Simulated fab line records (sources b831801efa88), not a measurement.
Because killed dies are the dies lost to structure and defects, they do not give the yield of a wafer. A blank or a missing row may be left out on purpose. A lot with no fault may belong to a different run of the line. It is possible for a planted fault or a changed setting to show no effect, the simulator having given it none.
Chamber matching | flow gf180mcu | GF_SAB_CVD_00 on pecvd-01 has 3 sister chambers
The step deposits SiO2 from TEOS, target thk 50 nm, time 4.9302 s. 3 wafers are shown with their chamber, then 7 later ones without.

WAFERS, EACH WITH ITS CHAMBER
wafer  | chamber | heaterPowerW (W)
L809.5 | 0       | 521
L815.1 | 1       | 606
L815.2 | 2       | 516

WAFERS WHOSE CHAMBER IS MISSING
wafer  | heaterPowerW (W)
L815.5 | 623
L816.1 | 587
L816.4 | 581
L816.5 | 558
L817.2 | 594
L817.3 | 569
L817.4 | 569

CHAMBER TAKEN BY EACH
wafer  | from the rows above          | in truth
L815.5 | 1                            | 1
L816.1 | can't be placed: 1 or 0 or 2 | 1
L816.4 | can't be placed: 1 or 0 or 2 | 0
L816.5 | can't be placed: 0 or 2 or 1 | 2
L817.2 | 1                            | 1
L817.3 | can't be placed: 1 or 0 or 2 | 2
L817.4 | can't be placed: 1 or 0 or 2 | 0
Correct placement for 2 of the 7. Can't be placed from these rows: 5 (the true chamber is among the candidates in 5). 0 placed wrongly.
How it was worked out, from the rows above alone: a wafer's distance from a chamber is the root of the sum, over the readings, of the square of ((its reading less the chamber's mean) divided by the reading's scatter). The wafer belongs to the nearest chamber; if the next one is less than 2 further off, it can't be placed. The mean given for a chamber averages the wafers shown for that chamber. The scatter: with one shown wafer a chamber, the root of the mean of the squares of how far each hidden wafer lies from its nearest shown one.
